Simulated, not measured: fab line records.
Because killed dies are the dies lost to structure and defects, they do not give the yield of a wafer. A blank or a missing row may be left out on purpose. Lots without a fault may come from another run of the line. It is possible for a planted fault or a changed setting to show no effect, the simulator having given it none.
fab line records	flow sky130
[record] lots = 13	wafers = 39	last-day = 50
route steps=708 shown METAL3@563 VIA3@594 METAL4@602 PAD_OPEN@708
lots untouched by any fault: they come from a run of this same line in which no faults occurred
start-h: hours from the record's opening day to when the first of the lot's shown wafers began	wait-h: hours since the lot's step before	" identical to the entry in the row above	L1.1+2: a single row standing in for several wafers	- no value, or no start given	* or withheld: withheld	< > ~ a bound
route shown NAME@n: NAME is a module with steps in the file, n the number in the route of the first one	usual: average and standard deviation across the fault-free wafers	same: alike in all rows	chamber/n: place in a boat	sites: readings site by site	_std_site: the values' standard deviation	_edge_site: outer sites' mean less inner sites'	radius-mm: how far each site lies from the wafer's centre	mask NAME#n: copy n	behind: the last tool/chamber to shape the wafer	hold: reason for holding the lot/hours on hold/outcome of the hold	device: names the non-switching transistor (n, p or np)	end of line: the same wafers' tests at the end of the route	for a step that has no rows: nothing shown but its recipe	killed: count of dies lost to structure and defects at first sort (not the wafer's yield)	map: dies across one wafer; x = killed, . = not, _ = none there
set.NAME: the setting the step ran with; set.NAME@STEP: the setting that earlier step ran with	model.NAME: the simulator's own value behind a step, which no gauge read
a sample of lots followed through the steps of the route, with each step as a table and each wafer as a row
services: from which hour (start-h, from the record's first day; less than 0 if before it) a tool's chamber was out of use, for how many hours, and why
[[steps]]
[step SKY_METAL3_CD_MEAS_13]
[recipe] target-cd-nm = 300
[usual] cd-nm = 300.0/1.6
lot.wafer	tool	chamber	start-h	wait-h	cd-nm
L733.1	cd-sem-01	-	914.06	-	302.6
L733.4	"	-	"	"	300.8
L733.6	"	-	"	"	301.3
L736.3	cd-sem-01	-	938.42	-	298.1
L736.4	"	-	"	"	299.3
L736.5	"	-	"	"	299.4
L737.1	cd-sem-02	-	947.74	-	299.6
L737.4	"	-	"	"	299.6
L737.6	"	-	"	"	299.5
L739.2	cd-sem-01	-	956.16	-	301.5
L739.4	"	-	"	"	301.1
L739.6	"	-	"	"	302.2
L741.2	cd-sem-01	-	961.78	-	303.5
L741.5	"	-	"	"	302.9
L741.6	"	-	"	"	303.2
L743.4	cd-sem-02	-	974.09	-	301.9
L743.5	"	-	"	"	301.6
L743.6	"	-	"	"	301.7
L742.2	cd-sem-01	-	977.00	-	301.1
L742.5	"	-	"	"	301.8
L742.6	"	-	"	"	300.7
L744.1	cd-sem-02	-	984.84	-	298.1
L744.5	"	-	"	"	297.6
L744.6	"	-	"	"	298.7
L745.2	cd-sem-01	-	985.90	-	299.9
L745.5	"	-	"	"	300.9
L745.6	"	-	"	"	300.5
L747.1	cd-sem-02	-	996.11	-	299.0
L747.2	"	-	"	"	301.4
L747.3	"	-	"	"	299.7
L750.1	cd-sem-01	-	1011.84	-	300.0
L750.3	"	-	"	"	300.7
L750.6	"	-	"	"	299.9
L753.2	cd-sem-02	-	1032.01	-	300.6
L753.3	"	-	"	"	298.7
L753.5	"	-	"	"	299.2
L755.1	cd-sem-01	-	1045.69	-	302.2
L755.3	"	-	"	"	299.6
L755.4	"	-	"	"	301.0
[step SKY_METAL3_OVL_MEAS_14]
[usual] METAL3_OVL = 5/5.8
lot.wafer	tool	chamber	start-h	wait-h	METAL3_OVL[nm]
L733.1	overlay-02	-	914.18	0.1	4
L733.4	"	-	"	"	17
L733.6	"	-	"	"	13
L736.3	overlay-01	-	938.51	0.1	7
L736.4	"	-	"	"	11
L736.5	"	-	"	"	13
L737.1	overlay-01	-	947.86	0.1	-4
L737.4	"	-	"	"	-3
L737.6	"	-	"	"	-1
L739.2	overlay-01	-	956.26	0.1	13
L739.4	"	-	"	"	12
L739.6	"	-	"	"	12
L741.2	overlay-02	-	961.89	0.1	9
L741.5	"	-	"	"	-1
L741.6	"	-	"	"	8
L743.4	overlay-01	-	974.17	0.1	0
L743.5	"	-	"	"	-5
L743.6	"	-	"	"	-5
L742.2	overlay-02	-	977.11	0.1	13
L742.5	"	-	"	"	5
L742.6	"	-	"	"	9
L744.1	overlay-02	-	984.96	0.1	-3
L744.5	"	-	"	"	0
L744.6	"	-	"	"	0
L745.2	overlay-02	-	986.01	0.1	0
L745.5	"	-	"	"	-8
L745.6	"	-	"	"	-4
L747.1	overlay-02	-	996.23	0.1	-5
L747.2	"	-	"	"	5
L747.3	"	-	"	"	0
L750.1	overlay-02	-	1011.96	0.1	3
L750.3	"	-	"	"	9
L750.6	"	-	"	"	9
L753.2	overlay-01	-	1032.12	0.1	8
L753.3	"	-	"	"	7
L753.5	"	-	"	"	7
L755.1	overlay-02	-	1045.81	0.1	-3
L755.3	"	-	"	"	1
L755.4	"	-	"	"	-3
[step SKY_VIA3_CVD_21]
[recipe] material = W	target-thk-nm = 390	time-s = 117.31	temp-c = 400	pressure-torr = 40
[usual] chamber-pressure-Torr = 40.01/0.086	heater-power-outer-w = 520/32	heater-power-w = 840/41
lot.wafer	tool	chamber	start-h	wait-h	chamber-pressure-Torr	heater-power-outer-w	heater-power-w
L733.1	cvd-w-01	1	940.84	0.0	40.04	464	783
L733.4	"	1	"	"	39.95	468	808
L733.6	"	1	"	"	40.04	478	772
L736.3	cvd-w-01	1	965.60	0.1	40.03	483	801
L736.4	"	0	"	"	39.82	545	855
L736.5	"	1	"	"	39.97	478	793
L737.1	cvd-w-02	0	974.59	0.0	39.94	530	904
L737.4	"	1	"	"	40.13	556	810
L737.6	"	0	"	"	40.09	511	888
L739.2	cvd-w-02	1	983.53	0.0	39.95	544	807
L739.4	"	1	"	"	39.99	570	820
L739.6	"	0	"	"	40.04	516	883
L741.2	cvd-w-01	1	988.54	0.0	39.88	471	812
L741.5	"	0	"	"	39.97	542	883
L741.6	"	1	"	"	39.79	473	793
L743.4	cvd-w-01	0	999.80	0.0	39.99	536	876
L743.5	"	1	"	"	39.81	480	791
L743.6	"	0	"	"	40.04	553	845
L742.2	cvd-w-01	1	1002.86	0.0	-	-	-
L742.5	"	1	"	"	-	-	-
L742.6	"	0	"	"	-	-	-
L744.1	cvd-w-01	0	1010.34	0.0	-	-	-
L744.5	"	0	"	"	-	-	-
L744.6	"	1	"	"	-	-	-
L745.2	cvd-w-01	0	1011.62	0.0	-	-	-
L745.5	"	1	"	"	-	-	-
L745.6	"	0	"	"	-	-	-
L747.1	cvd-w-01	0	1020.95	0.0	40.03	549	867
L747.2	"	1	"	"	40.07	468	784
L747.3	"	1	"	"	40.02	472	810
L750.1	cvd-w-01	1	1036.85	0.0	40.06	480	773
L750.3	"	1	"	"	39.94	479	781
L750.6	"	1	"	"	40.10	477	799
L753.2	cvd-w-01	0	1056.89	0.0	40.00	534	881
L753.3	"	1	"	"	40.05	482	784
L753.5	"	0	"	"	39.97	558	876
L755.1	cvd-w-01	0	1069.83	0.0	40.06	547	865
L755.3	"	0	"	"	40.09	540	852
L755.4	"	1	"	"	40.16	498	807
[step SKY_VIA3_RS_MEAS_22]
[recipe] thk-meas-gauge = four-point-probe	reads = W_of_VIA3_CVD_21+TiN_of_VIA3_SPUTTER_20
[usual] VIA3_W_RS = 0.296/0.0035
lot.wafer	tool	chamber	start-h	wait-h	hold	VIA3_W_RS[ohm/sq]
L733.1	film-metro-03	-	940.97	0.1	-	0.292
L733.4	"	-	"	"	-	0.297
L733.6	"	-	"	"	-	0.295
L736.3	film-metro-02	-	965.72	0.1	-	0.291
L736.4	"	-	"	"	-	0.296
L736.5	"	-	"	"	-	0.287
L737.1	film-metro-04	-	974.72	0.1	-	0.299
L737.4	"	-	"	"	-	0.301
L737.6	"	-	"	"	-	0.298
L739.2	film-metro-02	-	983.67	0.1	-	0.297
L739.4	"	-	"	"	-	0.300
L739.6	"	-	"	"	-	0.291
L741.2	film-metro-02	-	988.68	0.1	-	0.290
L741.5	"	-	"	"	-	0.296
L741.6	"	-	"	"	-	0.295
L743.4	film-metro-02	-	999.94	0.1	-	0.298
L743.5	"	-	"	"	-	0.296
L743.6	"	-	"	"	-	0.300
L742.2	film-metro-02	-	1003.00	0.1	await-dispo/0.2h/release	57.581
L742.5	"	-	"	"	await-dispo/0.2h/release	58.882
L742.6	"	-	"	"	await-dispo/0.2h/release	59.409
L742.2	film-metro-02	-	1003.29	0.3	-	57.583
L742.5	"	-	"	"	-	59.041
L742.6	"	-	"	"	-	59.475
L744.1	film-metro-02	-	1010.46	0.1	await-dispo/0.2h/release	56.815
L744.5	"	-	"	"	await-dispo/0.2h/release	57.226
L744.6	"	-	"	"	await-dispo/0.2h/release	58.620
L744.1	film-metro-02	-	1010.75	0.3	-	56.925
L744.5	"	-	"	"	-	57.161
L744.6	"	-	"	"	-	58.468
L745.2	film-metro-02	-	1011.76	0.1	await-dispo/0.2h/release	58.318
L745.5	"	-	"	"	await-dispo/0.2h/release	57.865
L745.6	"	-	"	"	await-dispo/0.2h/release	58.394
L745.2	film-metro-02	-	1012.05	0.3	-	58.221
L745.5	"	-	"	"	-	57.672
L745.6	"	-	"	"	-	58.404
L747.1	film-metro-03	-	1021.07	0.1	-	0.299
L747.2	"	-	"	"	-	0.298
L747.3	"	-	"	"	-	0.295
L750.1	film-metro-02	-	1036.97	0.1	-	0.291
L750.3	"	-	"	"	-	0.292
L750.6	"	-	"	"	-	0.293
L753.2	film-metro-03	-	1057.04	0.1	-	0.294
L753.3	"	-	"	"	-	0.296
L753.5	"	-	"	"	-	0.290
L755.1	film-metro-03	-	1069.95	0.1	-	0.298
L755.3	"	-	"	"	-	0.295
L755.4	"	-	"	"	-	0.294
[step SKY_METAL4_SPUTTER_04]
[recipe] material = TiN	target-thk-nm = 70	power-w = 6500	time-s = 58.3	chamber-pressure-pa = 0.4
[usual] throttle-valve-pct = 30.3/1.5
lot.wafer	tool	chamber	start-h	wait-h	throttle-valve-pct
L733.1	pvd-sputter-02	-	941.55	0.0	32.8
L733.4	"	-	"	"	29.6
L733.6	"	-	"	"	29.7
L736.3	pvd-sputter-04	-	966.26	0.0	29.2
L736.4	"	-	"	"	28.2
L736.5	"	-	"	"	29.4
L737.1	pvd-sputter-04	-	975.30	0.0	28.1
L737.4	"	-	"	"	29.4
L737.6	"	-	"	"	29.2
L739.2	pvd-sputter-03	-	984.24	0.0	28.2
L739.4	"	-	"	"	29.2
L739.6	"	-	"	"	30.5
L741.2	pvd-sputter-04	-	989.25	0.0	30.6
L741.5	"	-	"	"	30.6
L741.6	"	-	"	"	28.2
L743.4	pvd-sputter-02	-	1000.46	0.0	31.9
L743.5	"	-	"	"	33.1
L743.6	"	-	"	"	30.6
L747.1	pvd-sputter-02	-	1021.66	0.0	32.1
L747.2	"	-	"	"	33.2
L747.3	"	-	"	"	29.8
L750.1	pvd-sputter-04	-	1037.61	0.0	28.0
L750.3	"	-	"	"	29.2
L750.6	"	-	"	"	29.5
L753.2	pvd-sputter-03	-	1057.73	0.0	30.4
L753.3	"	-	"	"	29.1
L753.5	"	-	"	"	28.2
L755.1	pvd-sputter-02	-	1070.54	0.0	31.9
L755.3	"	-	"	"	29.7
L755.4	"	-	"	"	33.0
[step SKY_PAD_OPEN_PROBE_99]
[usual] defect-limited-yield = 82.5/1.7	killed_at_M0_to_M3 = 43/6.1	killed_at_M4_up = 3.5/2	killed-at-contacts = 25/5.1	killed-at-front-end = 14/4.2	killed-at-other = 0.3/0.55	killed-dies = 86/8.3	killed-open = 46/7.2	killed-short = 39/6	sort_bin_3_pad_short = 0.9/0.42	sort_bin_5_function = 10.3/1.4	sort_bin_6_memory = 6.3/1.1	sort-n-pass = 406/8.3	sort-yield-pct = 82.5/1.7
[same] gross-dies = 492	killed-at-back-side = 0	sort_bin_4_leakage[%] = 0	sort_bin_8_speed[%] = 0
lot.wafer	tool	chamber	start-h	wait-h	defect-limited-yield[%]	killed_at_M0_to_M3	killed_at_M4_up	killed-at-contacts	killed-at-front-end	killed-at-other	killed-dies	killed-open	killed-short	sort_bin_3_pad_short[%]	sort_bin_5_function[%]	sort_bin_6_memory[%]	sort-n-pass	sort-yield-pct[%]
L743.4	prober-01	-	1136.03	0.2	83.3	54	2	20	6	0	82	39	42	1.2	10.6	4.9	410	83.3
L743.5	prober-01	-	1136.08	0.2	81.3	45	6	28	13	0	92	53	39	1.6	10.2	6.9	400	81.3
L743.6	prober-01	-	1136.13	0.2	85.6	34	1	24	12	0	71	45	25	0.6	8.7	5.1	421	85.6
L755.1	prober-01	-	1191.49	0.1	85.8	37	2	21	10	0	70	33	37	1.0	7.3	5.9	422	85.8
L755.3	prober-01	-	1191.59	0.2	82.1	45	3	21	19	0	88	46	42	1.0	11.4	5.5	404	82.1
L755.4	prober-01	-	1191.64	0.2	82.3	50	4	22	11	0	87	39	48	0.8	10.6	6.3	405	82.3
// killed by level:class
L743.4 VIA1:geometric-particle:open=13 VIA1:geometric-particle:short=8 VIA3:geometric-particle:open=6 CONTACT:geometric-particle:open=6 VIA3:geometric-particle:short=6 LI_CONTACT:geometric-particle:open=5 METAL2:geometric-particle:short=5 CONTACT:geometric-particle:short=5
L743.5 LI_CONTACT:geometric-particle:open=11 VIA2:geometric-particle:open=10 CONTACT:geometric-particle:open=9 VIA3:geometric-particle:open=7 VIA1:geometric-particle:open=7 METAL2:geometric-particle:short=7 METAL1:geometric-particle:short=5 METAL4:geometric-particle:short=5
L743.6 LI_CONTACT:geometric-particle:open=15 VIA2:geometric-particle:open=7 VIA3:geometric-particle:open=7 METAL1:geometric-particle:short=6 VIA1:geometric-particle:open=6 FIELD_ISO:geometric-particle:short=5 FIELD_ISO:geometric-particle:open=4 CONTACT:geometric-particle:open=4
L755.1 CONTACT:geometric-particle:open=10 METAL1:geometric-particle:short=9 VIA1:geometric-particle:short=7 VIA1:geometric-particle:open=6 LI_CONTACT:geometric-particle:open=4 CONTACT:geometric-particle:short=4 SPACER:geometric-particle:open=3 VIA2:geometric-particle:open=3
L755.3 VIA1:geometric-particle:open=8 LOCAL_INTERCONNECT:geometric-particle:short=7 FIELD_ISO:geometric-particle:open=6 CONTACT:geometric-particle:open=6 METAL1:geometric-particle:short=6 VIA2:geometric-particle:open=6 VIA3:geometric-particle:open=6 CONTACT:geometric-particle:short=5
L755.4 METAL1:geometric-particle:short=11 VIA1:geometric-particle:open=11 VIA2:geometric-particle:open=9 CONTACT:geometric-particle:open=8 CONTACT:geometric-particle:short=6 VIA3:geometric-particle:open=5 POLY_GATE:geometric-particle:short=5 LI_CONTACT:geometric-particle:short=4
[[services]]
tool	chamber	start-h	hours	kind
cvd-w-02	0	918.00	-	clean
cvd-w-02	1	918.00	-	clean
pvd-sputter-03	-	939.12	3.3	repair
cvd-w-01	1	945.56	2.8	repair
pvd-sputter-02	-	981.83	1.2	repair
pvd-sputter-03	3	998.59	-	consumable-replace:kit
pvd-sputter-03	3	998.59	18.0	scheduled-down
pvd-sputter-03	3	998.59	18.0	vent-cycle
pvd-sputter-03	-	1003.83	3.1	repair
pvd-sputter-02	3	1021.71	-	consumable-replace:kit
pvd-sputter-02	3	1021.71	18.0	scheduled-down
pvd-sputter-02	3	1021.71	18.0	vent-cycle
pvd-sputter-02	-	1022.76	20.8	repair
pvd-sputter-02	-	1029.95	13.0	repair
pvd-sputter-04	-	1030.55	2.2	repair
pvd-sputter-04	2	1058.10	-	consumable-replace:kit
pvd-sputter-04	2	1058.10	18.0	scheduled-down
pvd-sputter-04	2	1058.10	18.0	vent-cycle
pvd-sputter-03	2	1060.99	-	consumable-replace:kit
pvd-sputter-03	2	1060.99	18.0	scheduled-down
pvd-sputter-03	2	1060.99	18.0	vent-cycle
[[key]]
[first-sign] step = SKY_VIA3_CVD_21	reading = tool-record	direction = missing
[effect] step = SKY_VIA3_RS_MEAS_22	reading = visit	direction = added
[effect] step = SKY_VIA3_RS_MEAS_22	reading = VIA3_W_RS	direction = up	sigmas = 99+	usual = 0.296	struck = 58.123
met-at SKY_VIA3_CVD_21
struck-lots L742,L744,L745
scrapped-behind SKY_VIA3_RS_MEAS_22 L742.2,L742.5,L742.6,L744.1,L744.5,L744.6,L745.2,L745.5,L745.6
not-acting-at SKY_METAL3_CD_MEAS_13,SKY_METAL3_OVL_MEAS_14,SKY_METAL4_SPUTTER_04
onset-between 999.80 1002.86
[fault] kind = skipped-step-whole	tool = cvd-w-01	chamber = -	onset-h = 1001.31	steps = SKY_VIA3_CVD_21	scope = struck-lots-only
